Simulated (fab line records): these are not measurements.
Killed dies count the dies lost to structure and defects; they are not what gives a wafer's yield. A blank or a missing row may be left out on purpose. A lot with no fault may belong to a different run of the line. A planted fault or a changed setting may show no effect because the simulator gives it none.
fab line records | flow gf180mcu
record lots=13 | wafers=39 | last-day=34
route steps=602 shown MIM@512 V5@542
lots with no fault: from the same line, run without faults
start-h: the number of hours between the record's first day and the start of the first shown wafer of the lot | wait-h: hours since the lot's step before | " the same as in the row above | L1.1+2: several wafers, shown together as one row | - value missing, or start not given | * or withheld: withheld | < > ~ a bound
route shown NAME@n: names a module that has steps shown in the file, with the first one's number in the route | usual: average and standard deviation across the fault-free wafers | same: alike in all rows | chamber/n: place in a boat | sites: per-site readings | _std_site: the values' standard deviation | _edge_site: inner sites' mean taken away from outer sites' mean | radius-mm: for every site, how far away it sits from the centre of the wafer | mask NAME#n: copy n | behind: tool/chamber where the wafer was last shaped | hold: why the lot went on hold/how many hours it stayed there/how the hold came to an end | device: the n, p or np transistor that did not switch | end of line: tests run on the same wafers once the route is complete | where a step has no rows: the recipe by itself | killed: at the first sort, the dies lost to defects and structure; wafer yield is something else | map: the dies of a wafer, with x for killed, . for not killed, _ for no die there
set.NAME: the setting that was run; set.NAME@STEP: the one run at that earlier step | model.NAME: the simulator's own value behind a step, which no gauge read
route steps across a sampled set of lots; one table per step, one row per wafer
services: from which hour (start-h, from the record's first day; less than 0 if before it) a tool's chamber was out of use, for how many hours, and why
## steps
# step GF_MIM_SPUTTER_09
# recipe material=TiN | target-thk-nm=35 | power-w=6500 | time-s=29.2 | chamber-pressure-pa=0.4
# usual throttle-valve-pct=29.9/1.1
lot.wafer | tool           | chamber | start-h | wait-h | throttle-valve-pct
L213.1    | pvd-sputter-03 | -       | 583.97  | 0.0    | 29.7
L213.2    | "              | -       | "       | "      | 30.3
L213.3    | "              | -       | "       | "      | 27.9
L214.1    | pvd-sputter-04 | -       | 590.81  | 0.0    | 28.7
L214.2    | "              | -       | "       | "      | 31.5
L214.5    | "              | -       | "       | "      | 30.3
L215.1    | pvd-sputter-03 | -       | 595.76  | 0.0    | 30.2
L215.2    | "              | -       | "       | "      | 29.2
L215.3    | "              | -       | "       | "      | 27.8
L216.3    | pvd-sputter-04 | -       | 605.47  | 0.0    | 30.2
L216.5    | "              | -       | "       | "      | 31.5
L216.6    | "              | -       | "       | "      | 30.3
L217.3    | pvd-sputter-04 | -       | 610.78  | 0.0    | 28.6
L217.5    | "              | -       | "       | "      | 31.3
L217.6    | "              | -       | "       | "      | 28.8
L218.2    | pvd-sputter-02 | -       | 618.95  | 0.0    | 30.8
L218.3    | "              | -       | "       | "      | 28.5
L218.5    | "              | -       | "       | "      | 29.0
L219.1    | pvd-sputter-04 | -       | 633.30  | 0.0    | 29.9
L219.3    | "              | -       | "       | "      | 30.0
L219.4    | "              | -       | "       | "      | 31.3
L220.1    | pvd-sputter-03 | -       | 638.28  | 0.0    | 28.0
L220.2    | "              | -       | "       | "      | 29.4
L220.3    | "              | -       | "       | "      | 29.2
L221.3    | pvd-sputter-02 | -       | 645.36  | 0.0    | 30.6
L221.5    | "              | -       | "       | "      | 28.4
L221.6    | "              | -       | "       | "      | 30.6
L222.2    | pvd-sputter-04 | -       | 653.01  | 0.0    | 29.7
L222.3    | "              | -       | "       | "      | 31.7
L222.5    | "              | -       | "       | "      | 29.7
L232.1    | pvd-sputter-04 | -       | 718.81  | 0.0    | 30.3
L232.2    | "              | -       | "       | "      | 31.2
L232.5    | "              | -       | "       | "      | 31.3
L233.1    | pvd-sputter-02 | -       | 728.88  | 0.0    | 31.8
L233.4    | "              | -       | "       | "      | 30.7
L233.6    | "              | -       | "       | "      | 29.2
L234.2    | pvd-sputter-04 | -       | 733.31  | 0.0    | 30.1
L234.4    | "              | -       | "       | "      | 29.5
L234.6    | "              | -       | "       | "      | 31.4
# step GF_MIM_RS_MEAS_10
# recipe thk-meas-gauge=four-point-probe | reads=TiN_of_MIM_SPUTTER_09+AlCu_of_MIM_SPUTTER_08+TiN_of_MIM_SPUTTER_07
# usual MIM_ALCU_RS=0.1602/0.0017
lot.wafer | tool          | chamber | start-h | wait-h | MIM_ALCU_RS[ohm/sq]
L213.1    | film-metro-03 | -       | 584.00  | 0.0    | 0.1570
L213.2    | "             | -       | "       | "      | 0.1571
L213.3    | "             | -       | "       | "      | 0.1575
L214.1    | film-metro-02 | -       | 590.84  | 0.0    | 0.1622
L214.2    | "             | -       | "       | "      | 0.1599
L214.5    | "             | -       | "       | "      | 0.1624
L215.1    | film-metro-03 | -       | 595.79  | 0.0    | 0.1576
L215.2    | "             | -       | "       | "      | 0.1578
L215.3    | "             | -       | "       | "      | 0.1576
L216.3    | film-metro-03 | -       | 605.54  | 0.1    | 0.1609
L216.5    | "             | -       | "       | "      | 0.1609
L216.6    | "             | -       | "       | "      | 0.1604
L217.3    | film-metro-02 | -       | 610.85  | 0.1    | 0.1597
L217.5    | "             | -       | "       | "      | 0.1588
L217.6    | "             | -       | "       | "      | 0.1604
L218.2    | film-metro-03 | -       | 619.00  | 0.0    | 0.1615
L218.3    | "             | -       | "       | "      | 0.1614
L218.5    | "             | -       | "       | "      | 0.1614
L219.1    | film-metro-04 | -       | 633.36  | 0.0    | 0.1599
L219.3    | "             | -       | "       | "      | 0.1608
L219.4    | "             | -       | "       | "      | 0.1604
L220.1    | film-metro-04 | -       | 638.32  | 0.0    | 0.1583
L220.2    | "             | -       | "       | "      | 0.1607
L220.3    | "             | -       | "       | "      | 0.1606
L221.3    | film-metro-03 | -       | 645.43  | 0.1    | 0.1598
L221.5    | "             | -       | "       | "      | 0.1584
L221.6    | "             | -       | "       | "      | 0.1592
L222.2    | film-metro-02 | -       | 653.06  | 0.0    | 0.1605
L222.3    | "             | -       | "       | "      | 0.1600
L222.5    | "             | -       | "       | "      | 0.1602
L232.1    | film-metro-02 | -       | 718.84  | 0.0    | 0.1615
L232.2    | "             | -       | "       | "      | 0.1602
L232.5    | "             | -       | "       | "      | 0.1603
L233.1    | film-metro-03 | -       | 728.92  | 0.0    | 0.1586
L233.4    | "             | -       | "       | "      | 0.1597
L233.6    | "             | -       | "       | "      | 0.1599
L234.2    | film-metro-03 | -       | 733.36  | 0.0    | 0.1598
L234.4    | "             | -       | "       | "      | 0.1620
L234.6    | "             | -       | "       | "      | 0.1609
# step GF_V5_CVD_02
# recipe material=SiO2 | target-thk-nm=1450 | precursor=TEOS | temp-c=400 | time-s=163.28 | rf-w=600
# usual heater-power-w=629/67
lot.wafer | tool     | chamber | start-h | wait-h | heater-power-w
L213.1    | pecvd-01 | 1       | 627.90  | 0.1    | 756
L213.2    | "        | 0       | "       | "      | 654
L213.3    | "        | 2       | "       | "      | 636
L214.1    | pecvd-02 | 2       | 633.56  | 0.1    | 584
L214.2    | "        | 0       | "       | "      | 656
L214.5    | "        | 1       | "       | "      | 577
L215.1    | pecvd-01 | 0       | 638.96  | 0.1    | 650
L215.2    | "        | 1       | "       | "      | 673
L215.3    | "        | 2       | "       | "      | 624
L216.3    | pecvd-04 | 0       | 648.61  | 0.0    | 642
L216.5    | "        | 0       | "       | "      | 516
L216.6    | "        | 1       | "       | "      | 653
L217.3    | pecvd-01 | 2       | 653.29  | 0.0    | 715
L217.5    | "        | 2       | "       | "      | 574
L217.6    | "        | 1       | "       | "      | 600
L218.2    | pecvd-04 | 0       | 661.36  | 0.0    | 522
L218.3    | "        | 2       | "       | "      | 601
L218.5    | "        | 0       | "       | "      | 602
L219.1    | pecvd-02 | 0       | 675.51  | 0.1    | 616
L219.3    | "        | 1       | "       | "      | 597
L219.4    | "        | 1       | "       | "      | 699
L220.1    | pecvd-02 | 0       | 679.36  | 0.1    | 663
L220.2    | "        | 2       | "       | "      | 622
L220.3    | "        | 1       | "       | "      | 663
L221.3    | pecvd-04 | 1       | 686.15  | 0.0    | 672
L221.5    | "        | 1       | "       | "      | 533
L221.6    | "        | 0       | "       | "      | 638
L222.2    | pecvd-04 | 1       | 693.94  | 0.0    | 641
L222.3    | "        | 2       | "       | "      | 686
L222.5    | "        | 1       | "       | "      | 687
L232.1    | pecvd-01 | 1       | 754.52  | 0.1    | 694
L232.2    | "        | 2       | "       | "      | 587
L232.5    | "        | 1       | "       | "      | 753
L233.1    | pecvd-01 | 2       | 765.98  | 0.1    | 568
L233.4    | "        | 2       | "       | "      | 660
L233.6    | "        | 1       | "       | "      | 733
L234.2    | pecvd-01 | 0       | 768.92  | 0.0    | 662
L234.4    | "        | 2       | "       | "      | 562
L234.6    | "        | 0       | "       | "      | 704
# step GF_V5_THK_MEAS_03
# recipe reads=SiO2_of_V5_CVD_02
# usual V5_CVD_02_THK=1448/17
lot.wafer | tool          | chamber | start-h | wait-h | V5_CVD_02_THK[nm]
L213.1    | film-metro-04 | -       | 628.01  | 0.1    | 1438
L213.2    | "             | -       | "       | "      | 1439
L213.3    | "             | -       | "       | "      | 1433
L214.1    | film-metro-04 | -       | 633.67  | 0.1    | 1435
L214.2    | "             | -       | "       | "      | 1434
L214.5    | "             | -       | "       | "      | 1470
L215.1    | film-metro-03 | -       | 639.06  | 0.1    | 1430
L215.2    | "             | -       | "       | "      | 1453
L215.3    | "             | -       | "       | "      | 1424
L216.3    | film-metro-01 | -       | 648.74  | 0.1    | 1426
L216.5    | "             | -       | "       | "      | 1443
L216.6    | "             | -       | "       | "      | 1437
L217.3    | film-metro-04 | -       | 653.42  | 0.1    | 1462
L217.5    | "             | -       | "       | "      | 1471
L217.6    | "             | -       | "       | "      | 1480
L218.2    | film-metro-04 | -       | 661.48  | 0.1    | 1414
L218.3    | "             | -       | "       | "      | 1436
L218.5    | "             | -       | "       | "      | 1462
L219.1    | film-metro-03 | -       | 675.61  | 0.1    | 1440
L219.3    | "             | -       | "       | "      | 1441
L219.4    | "             | -       | "       | "      | 1446
L220.1    | film-metro-01 | -       | 679.46  | 0.1    | 1449
L220.2    | "             | -       | "       | "      | 1442
L220.3    | "             | -       | "       | "      | 1434
L221.3    | film-metro-04 | -       | 686.27  | 0.1    | 1426
L221.5    | "             | -       | "       | "      | 1449
L221.6    | "             | -       | "       | "      | 1444
L222.2    | film-metro-01 | -       | 694.06  | 0.1    | 1569
L222.3    | "             | -       | "       | "      | 1412
L222.5    | "             | -       | "       | "      | 1602
L232.1    | film-metro-03 | -       | 754.63  | 0.1    | 1451
L232.2    | "             | -       | "       | "      | 1449
L232.5    | "             | -       | "       | "      | 1462
L233.1    | film-metro-04 | -       | 766.09  | 0.1    | 1445
L233.4    | "             | -       | "       | "      | 1461
L233.6    | "             | -       | "       | "      | 1471
L234.2    | film-metro-03 | -       | 769.04  | 0.1    | 1450
L234.4    | "             | -       | "       | "      | 1474
L234.6    | "             | -       | "       | "      | 1467
# step GF_V5_OVL_MEAS_15
# usual V5_OVL=3/6.7
lot.wafer | tool       | chamber | start-h | wait-h | V5_OVL[nm]
L213.1    | overlay-02 | -       | 649.79  | 0.1    | -1
L213.2    | "          | -       | "       | "      | -2
L213.3    | "          | -       | "       | "      | 0
L214.1    | overlay-01 | -       | 655.09  | 0.1    | -4
L214.2    | "          | -       | "       | "      | 5
L214.5    | "          | -       | "       | "      | -5
L215.1    | overlay-02 | -       | 659.74  | 0.1    | 1
L215.2    | "          | -       | "       | "      | 8
L215.3    | "          | -       | "       | "      | -2
L216.3    | overlay-01 | -       | 669.15  | 0.1    | 5
L216.5    | "          | -       | "       | "      | 10
L216.6    | "          | -       | "       | "      | 15
L217.3    | overlay-02 | -       | 673.95  | 0.1    | 1
L217.5    | "          | -       | "       | "      | 2
L217.6    | "          | -       | "       | "      | -6
L218.2    | overlay-01 | -       | 681.85  | 0.1    | -5
L218.3    | "          | -       | "       | "      | 10
L218.5    | "          | -       | "       | "      | 5
L219.1    | overlay-01 | -       | 695.98  | 0.1    | 7
L219.3    | "          | -       | "       | "      | 11
L219.4    | "          | -       | "       | "      | 6
L220.1    | overlay-02 | -       | 699.99  | 0.1    | -2
L220.2    | "          | -       | "       | "      | 0
L220.3    | "          | -       | "       | "      | 4
L221.3    | overlay-02 | -       | 705.60  | 0.1    | 1
L221.5    | "          | -       | "       | "      | 2
L221.6    | "          | -       | "       | "      | 6
L222.2    | overlay-01 | -       | 714.05  | 0.1    | 0
L222.3    | "          | -       | "       | "      | 6
L222.5    | "          | -       | "       | "      | 11
L232.1    | overlay-02 | -       | 771.94  | 0.1    | -1
L232.2    | "          | -       | "       | "      | -5
L232.5    | "          | -       | "       | "      | 11
L233.1    | overlay-01 | -       | 782.78  | 0.1    | -6
L233.4    | "          | -       | "       | "      | 2
L233.6    | "          | -       | "       | "      | 8
L234.2    | overlay-01 | -       | 785.59  | 0.1    | 1
L234.4    | "          | -       | "       | "      | -2
L234.6    | "          | -       | "       | "      | 0
## services
tool           | chamber | start-h | hours | kind
pecvd-01       | -       | 567.15  | 2.6   | repair
pecvd-02       | -       | 591.12  | 14.0  | pm
pecvd-02       | 0       | 591.12  | 14.0  | vent-cycle
pecvd-02       | 1       | 591.12  | 14.0  | vent-cycle
pecvd-02       | 2       | 591.12  | 14.0  | vent-cycle
pvd-sputter-03 | 3       | 600.36  | -     | consumable-replace:kit
pvd-sputter-03 | 3       | 600.36  | 18.0  | scheduled-down
pvd-sputter-03 | 3       | 600.36  | 18.0  | vent-cycle
pecvd-02       | -       | 605.12  | 14.6  | pm
pecvd-02       | 0       | 605.12  | -     | clean
pecvd-04       | -       | 605.93  | 0.7   | repair
pvd-sputter-03 | -       | 608.42  | 0.7   | repair
pvd-sputter-04 | -       | 624.03  | 2.1   | repair
pvd-sputter-02 | -       | 671.14  | 1.7   | repair
pvd-sputter-02 | -       | 683.69  | 3.1   | repair
pecvd-02       | -       | 688.27  | 1.6   | repair
pecvd-01       | 2       | 698.18  | 8.9   | repair
pvd-sputter-03 | -       | 703.27  | 6.2   | repair
pvd-sputter-04 | 0       | 717.40  | -     | consumable-replace:kit
pvd-sputter-04 | 0       | 717.40  | 18.0  | scheduled-down
pvd-sputter-04 | 0       | 717.40  | 18.0  | vent-cycle
pvd-sputter-03 | -       | 726.15  | 9.8   | repair
pvd-sputter-04 | -       | 751.20  | 1.3   | repair
pvd-sputter-04 | -       | 759.40  | 1.2   | repair
## key
first-sign step=GF_V5_THK_MEAS_03 | reading=V5_CVD_02_THK | direction=up | sigmas=7.9 | usual=1448 | struck=1586
effect none on later readings
met-at GF_V5_CVD_02
struck-lots L222
struck-wafers L222.2,L222.5
not-acting-at GF_MIM_SPUTTER_09,GF_MIM_RS_MEAS_10,GF_V5_OVL_MEAS_15
onset-between 686.15 693.94
fault kind=process-parameter-drift | tool=pecvd-04 | chamber=- | onset-h=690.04 | steps=GF_V5_CVD_02 | channel=target-thk-nm | offset=164.64 | shape=step | end-h=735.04 | scope=struck-wafers-only | acts-in=these-recipes-only | stated=1450
